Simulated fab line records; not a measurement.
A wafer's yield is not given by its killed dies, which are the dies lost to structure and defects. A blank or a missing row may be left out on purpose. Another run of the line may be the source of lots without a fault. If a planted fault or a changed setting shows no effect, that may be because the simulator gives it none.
Chamber matching -- flow sky130 -- 3 sister chambers for SKY_FIELD_ISO_ETCH_15 on rie-diel-03
The step etches the open film in CHF3/O2, stops on Si, target depth 180 nm, time 72 s. 14 wafers are shown with their chamber, then 5 later ones without.

WAFERS PAIRED WITH THEIR CHAMBERS
wafer,chamber,drypump-motor-current-A (A),throttle-valve-pct (%),oes-product-au (a.u.)
L076.1,1,5.4,8.836,0.945
L076.3,0,6.2,8.837,0.951
L076.4,3,5.9,8.847,0.957
L080.4,3,5.9,8.866,0.962
L080.5,0,6.1,8.861,0.964
L080.6,3,5.9,8.854,0.953
L081.2,3,5.9,8.840,0.937
L081.3,1,5.4,8.833,0.942
L081.6,1,5.4,8.822,0.939
L086.2,1,5.4,8.852,0.948
L086.3,0,6.1,8.843,0.952
L086.6,0,6.2,8.840,0.949
L090.1,3,5.9,8.852,0.952
L090.2,1,5.4,8.847,0.955

SIGNATURES (averages over the wafers above)
reading,chamber 0,chamber 1,chamber 3,scatter within a chamber
drypump-motor-current-A,6.150,5.400,5.900,0.0302
throttle-valve-pct,8.84525,8.83800,8.85180,0.0108
oes-product-au,0.95400,0.94580,0.95220,0.00763
Rule: a wafer lies at a distance from a chamber equal to the root of the sum of squares, over the readings, of (its reading less the chamber's mean, divided by the reading's scatter). If the next closest chamber is less than 2 further off than the closest, the wafer can't be placed; otherwise it belongs to the closest. The scatter: take each reading less its chamber's mean, square it, sum over the shown wafers, divide by the number of wafers less the number of chambers, and take the root.

WAFERS WITH NO CHAMBER GIVEN
wafer,drypump-motor-current-A (A),throttle-valve-pct (%),oes-product-au (a.u.)
L090.4,5.9,8.848,0.942
L095.2,6.2,8.858,0.947
L095.3,5.4,8.860,0.954
L097.2,6.1,8.837,0.941
L097.4,5.4,8.848,0.948

EACH ONE'S CHAMBER
wafer,from the rows above,in truth
L090.4,3,3
L095.2,0,0
L095.3,1,1
L097.2,0,0
L097.4,1,1
Correctly placed: 5 of 5. Left unplaced by these rows: 0. Number placed wrongly: 0.
